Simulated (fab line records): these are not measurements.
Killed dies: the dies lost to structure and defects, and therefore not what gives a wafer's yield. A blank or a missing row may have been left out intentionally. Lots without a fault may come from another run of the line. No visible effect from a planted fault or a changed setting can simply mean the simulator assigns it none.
Which tool was responsible? / flow gf180mcu / 39 wafers from 13 lots sampled at 5 of the route's 602 steps

== WHAT THE GAUGES READ, wafer by wafer ==
GF_VT_IMPLANT_TW_MEAS_43.
lot=L756; measured=day 8 04:34; on=film-metro-02; VT_IMPLANT_4_TW=692 690 690
lot=L758; measured=day 8 14:27; on=film-metro-02; VT_IMPLANT_4_TW=695 693 692
lot=L759; measured=day 9 02:56; on=film-metro-04; VT_IMPLANT_4_TW=691 690 690
lot=L760; measured=day 9 04:33; on=film-metro-04; VT_IMPLANT_4_TW=692 692 689
lot=L761; measured=day 9 12:41; on=film-metro-04; VT_IMPLANT_4_TW=691 691 690
lot=L763; measured=day 9 22:42; on=film-metro-02; VT_IMPLANT_4_TW=619 622 621 624 623 621
lot=L765; measured=day 10 14:41; on=film-metro-04; VT_IMPLANT_4_TW=617 619 617 616 613 616
lot=L770; measured=day 11 23:46; on=film-metro-01; VT_IMPLANT_4_TW=686 682 682
lot=L771; measured=day 12 06:11; on=film-metro-02; VT_IMPLANT_4_TW=697 697 700
lot=L772; measured=day 12 12:32; on=film-metro-04; VT_IMPLANT_4_TW=695 696 691
lot=L774; measured=day 13 05:17; on=film-metro-01; VT_IMPLANT_4_TW=676 683 683
lot=L775; measured=day 13 08:46; on=film-metro-01; VT_IMPLANT_4_TW=680 683 683
lot=L776; measured=day 13 18:56; on=film-metro-01; VT_IMPLANT_4_TW=680 682 681

GF_VT_IMPLANT_RS_MEAS_48: the measuring method here is four-point-probe.
lot=L756; measured=day 8 05:02; on=film-metro-01; LVPWELL_RS (ohm/sq)=1197 1197 1193
lot=L758; measured=day 8 14:55; on=film-metro-04; LVPWELL_RS (ohm/sq)=1195 1199 1199
lot=L759; measured=day 9 03:24; on=film-metro-01; LVPWELL_RS (ohm/sq)=1190 1191 1189
lot=L760; measured=day 9 05:01; on=film-metro-03; LVPWELL_RS (ohm/sq)=1198 1197 1198
lot=L761; measured=day 9 13:08; on=film-metro-03; LVPWELL_RS (ohm/sq)=1201 1199 1200
lot=L763; measured=day 10 04:35; on=film-metro-04; LVPWELL_RS (ohm/sq)=1201 1197 1199
lot=L765; measured=day 10 20:52; on=film-metro-03; LVPWELL_RS (ohm/sq)=1194 1196 1197
lot=L770; measured=day 12 00:13; on=film-metro-03; LVPWELL_RS (ohm/sq)=1197 1201 1199
lot=L771; measured=day 12 06:38; on=film-metro-03; LVPWELL_RS (ohm/sq)=1196 1193 1194
lot=L772; measured=day 12 13:01; on=film-metro-03; LVPWELL_RS (ohm/sq)=1192 1195 1192
lot=L774; measured=day 13 05:44; on=film-metro-01; LVPWELL_RS (ohm/sq)=1194 1199 1196
lot=L775; measured=day 13 09:13; on=film-metro-04; LVPWELL_RS (ohm/sq)=1200 1195 1198
lot=L776; measured=day 13 19:25; on=film-metro-03; LVPWELL_RS (ohm/sq)=1200 1198 1198

GF_DUAL_GATE_THK_MEAS_03.
lot=L756; measured=day 8 10:40; on=film-metro-01; DUAL_GATE_OXIDATION_00_THK (nm)=11.00 11.10 11.05
lot=L758; measured=day 8 17:35; on=film-metro-01; DUAL_GATE_OXIDATION_00_THK (nm)=10.73 10.88 10.75
lot=L759; measured=day 9 05:16; on=film-metro-02; DUAL_GATE_OXIDATION_00_THK (nm)=10.90 10.85 10.62
lot=L760; measured=day 9 07:59; on=film-metro-02; DUAL_GATE_OXIDATION_00_THK (nm)=11.02 10.71 10.91
lot=L761; measured=day 9 16:16; on=film-metro-02; DUAL_GATE_OXIDATION_00_THK (nm)=10.77 10.55 10.64
lot=L763; measured=day 10 06:59; on=film-metro-02; DUAL_GATE_OXIDATION_00_THK (nm)=11.20 11.24 11.06
lot=L765; measured=day 10 23:17; on=film-metro-03; DUAL_GATE_OXIDATION_00_THK (nm)=10.96 10.93 10.87
lot=L770; measured=day 12 02:05; on=film-metro-02; DUAL_GATE_OXIDATION_00_THK (nm)=11.10 10.94 11.00
lot=L771; measured=day 12 08:58; on=film-metro-01; DUAL_GATE_OXIDATION_00_THK (nm)=10.96 11.14 11.08
lot=L772; measured=day 12 14:59; on=film-metro-03; DUAL_GATE_OXIDATION_00_THK (nm)=11.10 11.19 11.11
lot=L774; measured=day 13 07:58; on=film-metro-03; DUAL_GATE_OXIDATION_00_THK (nm)=10.86 10.93 10.86
lot=L775; measured=day 13 12:46; on=film-metro-02; DUAL_GATE_OXIDATION_00_THK (nm)=11.02 11.03 11.15
lot=L776; measured=day 13 22:00; on=film-metro-01; DUAL_GATE_OXIDATION_00_THK (nm)=10.83 10.95 11.11

== EACH LOT AND THE TOOL THAT RAN IT (in order: tool; ch and the chambers of the sampled wafers; start) ==
lot=L756; GF_VT_IMPLANT_STRIP_09=plasma-asher-02 ch 0,1, day 6 05:34; GF_VT_IMPLANT_IMPLANT_41=implanter-04 ch 0, day 8 04:20
lot=L758; GF_VT_IMPLANT_STRIP_09=plasma-asher-04 ch 0,1, day 6 14:35; GF_VT_IMPLANT_IMPLANT_41=implanter-04 ch 0, day 8 14:13
lot=L759; GF_VT_IMPLANT_STRIP_09=plasma-asher-02 ch 0,1, day 7 02:14; GF_VT_IMPLANT_IMPLANT_41=implanter-02 ch 0, day 9 02:41
lot=L760; GF_VT_IMPLANT_STRIP_09=plasma-asher-02 ch 0,1, day 7 03:32; GF_VT_IMPLANT_IMPLANT_41=implanter-02 ch 0, day 9 04:20
lot=L761; GF_VT_IMPLANT_STRIP_09=plasma-asher-02 ch 0,1, day 7 11:17; GF_VT_IMPLANT_IMPLANT_41=implanter-02 ch 0, day 9 12:26
lot=L763; GF_VT_IMPLANT_STRIP_09=plasma-asher-04 ch 0,1, day 7 20:32; GF_VT_IMPLANT_IMPLANT_41=implanter-02 ch 0, day 9 22:29
lot=L765; GF_VT_IMPLANT_STRIP_09=plasma-asher-02 ch 0,1, day 8 10:26; GF_VT_IMPLANT_IMPLANT_41=implanter-02 ch 0, day 10 14:27
lot=L770; GF_VT_IMPLANT_STRIP_09=plasma-asher-01 ch 0,1, day 9 17:44; GF_VT_IMPLANT_IMPLANT_41=implanter-01 ch 0, day 11 23:31
lot=L771; GF_VT_IMPLANT_STRIP_09=plasma-asher-02 ch 0,1, day 9 22:17; GF_VT_IMPLANT_IMPLANT_41=implanter-04 ch 0, day 12 05:56
lot=L772; GF_VT_IMPLANT_STRIP_09=plasma-asher-02 ch 0,1, day 10 04:07; GF_VT_IMPLANT_IMPLANT_41=implanter-01 ch 0, day 12 12:19
lot=L774; GF_VT_IMPLANT_STRIP_09=plasma-asher-04 ch 0,1, day 10 19:14; GF_VT_IMPLANT_IMPLANT_41=implanter-04 ch 0, day 13 05:03
lot=L775; GF_VT_IMPLANT_STRIP_09=plasma-asher-04 ch 0,1, day 10 22:41; GF_VT_IMPLANT_IMPLANT_41=implanter-01 ch 0, day 13 08:31
lot=L776; GF_VT_IMPLANT_STRIP_09=plasma-asher-02 ch 0,1, day 11 08:32; GF_VT_IMPLANT_IMPLANT_41=implanter-01 ch 0, day 13 18:43
- GF_VT_IMPLANT_STRIP_09: strips in O2/N2.
- GF_VT_IMPLANT_IMPLANT_41

== AS READ BY THE TOOLS THEMSELVES (means over the sampled wafers that have a number; for cases with no such wafer, the mark the record gives instead) ==
GF_VT_IMPLANT_STRIP_09.
lot=L756; tool=plasma-asher-02; chamber-pressure-mTorr (mTorr)=1500.7; drypump-motor-current-A (A)=5.77; heater-power-w (W)=351; oes-product-au (a.u.)=0.714; platen-temp-c (C)=249.65; strip-time-to-endpoint-s (s)=12.63
lot=L758; tool=plasma-asher-04; chamber-pressure-mTorr (mTorr)=1499.4; drypump-motor-current-A (A)=5.71; heater-power-w (W)=327; oes-product-au (a.u.)=0.719; platen-temp-c (C)=249.96; strip-time-to-endpoint-s (s)=12.57
lot=L759; tool=plasma-asher-02; chamber-pressure-mTorr (mTorr)=1500.7; drypump-motor-current-A (A)=5.80; heater-power-w (W)=381; oes-product-au (a.u.)=0.712; platen-temp-c (C)=250.02; strip-time-to-endpoint-s (s)=12.63
lot=L760; tool=plasma-asher-02; chamber-pressure-mTorr (mTorr)=1500.7; drypump-motor-current-A (A)=5.80; heater-power-w (W)=381; oes-product-au (a.u.)=0.716; platen-temp-c (C)=249.98; strip-time-to-endpoint-s (s)=12.63
lot=L761; tool=plasma-asher-02; chamber-pressure-mTorr (mTorr)=1498.9; drypump-motor-current-A (A)=5.79; heater-power-w (W)=358; oes-product-au (a.u.)=0.715; platen-temp-c (C)=249.97; strip-time-to-endpoint-s (s)=12.62
lot=L763; tool=plasma-asher-04; chamber-pressure-mTorr (mTorr)=1499.3; drypump-motor-current-A (A)=5.73; heater-power-w (W)=328; oes-product-au (a.u.)=0.715; platen-temp-c (C)=249.92; strip-time-to-endpoint-s (s)=12.68
lot=L765; tool=plasma-asher-02; chamber-pressure-mTorr (mTorr)=1500.2; drypump-motor-current-A (A)=5.79; heater-power-w (W)=379; oes-product-au (a.u.)=0.717; platen-temp-c (C)=250.01; strip-time-to-endpoint-s (s)=12.66
lot=L770; tool=plasma-asher-01; chamber-pressure-mTorr (mTorr)=1499.3; drypump-motor-current-A (A)=6.13; heater-power-w (W)=355; oes-product-au (a.u.)=0.716; platen-temp-c (C)=249.97; strip-time-to-endpoint-s (s)=12.67
lot=L771; tool=plasma-asher-02; chamber-pressure-mTorr (mTorr)=1498.9; drypump-motor-current-A (A)=5.80; heater-power-w (W)=389; oes-product-au (a.u.)=0.716; platen-temp-c (C)=250.05; strip-time-to-endpoint-s (s)=12.66
lot=L772; tool=plasma-asher-02; chamber-pressure-mTorr (mTorr)=1499.8; drypump-motor-current-A (A)=5.82; heater-power-w (W)=386; oes-product-au (a.u.)=0.718; platen-temp-c (C)=249.94; strip-time-to-endpoint-s (s)=12.67
lot=L774; tool=plasma-asher-04; chamber-pressure-mTorr (mTorr)=1500.6; drypump-motor-current-A (A)=6.00; heater-power-w (W)=357; oes-product-au (a.u.)=0.708; platen-temp-c (C)=250.24; strip-time-to-endpoint-s (s)=12.65
lot=L775; tool=plasma-asher-04; chamber-pressure-mTorr (mTorr)=1501.4; drypump-motor-current-A (A)=5.71; heater-power-w (W)=328; oes-product-au (a.u.)=0.715; platen-temp-c (C)=250.12; strip-time-to-endpoint-s (s)=12.60
lot=L776; tool=plasma-asher-02; chamber-pressure-mTorr (mTorr)=1499.7; drypump-motor-current-A (A)=5.81; heater-power-w (W)=381; oes-product-au (a.u.)=0.718; platen-temp-c (C)=249.99; strip-time-to-endpoint-s (s)=12.66

GF_VT_IMPLANT_IMPLANT_41.
lot=L756; tool=implanter-04; tilt-deg (degrees)=6.999
lot=L758; tool=implanter-04; tilt-deg (degrees)=6.983
lot=L759; tool=implanter-02; tilt-deg (degrees)=7.024
lot=L760; tool=implanter-02; tilt-deg (degrees)=7.027
lot=L761; tool=implanter-02; tilt-deg (degrees)=7.003
lot=L763; tool=implanter-02; tilt-deg (degrees)=0.034
lot=L765; tool=implanter-02; tilt-deg (degrees)=-0.007
lot=L770; tool=implanter-01; tilt-deg (degrees)=6.994
lot=L771; tool=implanter-04; tilt-deg (degrees)=7.012
lot=L772; tool=implanter-01; tilt-deg (degrees)=7.001
lot=L774; tool=implanter-04; tilt-deg (degrees)=6.989
lot=L775; tool=implanter-01; tilt-deg (degrees)=7.008
lot=L776; tool=implanter-01; tilt-deg (degrees)=7.016

== THE ANSWER, worked out from the rows above alone ==
Rule: what is usual is taken from the lots themselves. Put in order of their means at a reading, lots are off if they are a third of the lots or fewer, leave a main group of 4 or more, and stand apart from it by a gap of 3 or more times the standard deviation of the main group's means; of several such gaps the widest counts. If all means in a main group match to the digits the tables above print for the reading, that group is not used. A lot without any number at a reading at which 4 lots or more have one is off too. The other lots that the step has rows for count as sound. The gauges are gone through in route order, then the tools' own readings, and for those a lot's mean is taken as printed above. The first step at which some lot is off is used, and at that step the reading that is off furthest; a lot without a number counts as furthest.
Off: L763, L765, at GF_VT_IMPLANT_TW_MEAS_43 (VT_IMPLANT_4_TW). For the main group the mean is 689 and the standard deviation 5.6.
A tool fits if, at a process step before that reading, it ran every lot that is off, and no sound lot after the first of them. The gauges at GF_VT_IMPLANT_TW_MEAS_43 aren't tried: what is off there is off at GF_VT_IMPLANT_IMPLANT_41 too, on other tools, and a gauge's error can't cause that. One fits: GF_VT_IMPLANT_IMPLANT_41 on implanter-02. A fault onset in the window from L761 (day 9 12:26, its last sound lot) to L763 (day 9 22:29, its first lot off) fits.
The tool's own readings at GF_VT_IMPLANT_IMPLANT_41 bear it out: on the lots that are off they differ by more than 5 times the standard deviation of the sound lots' means. tilt-deg reads 0.014 degrees there against 7.005 degrees on the sound lots.

== WHAT THE SIMULATOR HAD INSERTED ==
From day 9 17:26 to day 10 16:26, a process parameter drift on implanter-02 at GF_VT_IMPLANT_IMPLANT_41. Setting tilt-deg shifted by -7 from 7. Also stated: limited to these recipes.
Lots struck among those shown: L763, L765. The same result came from the rule above.
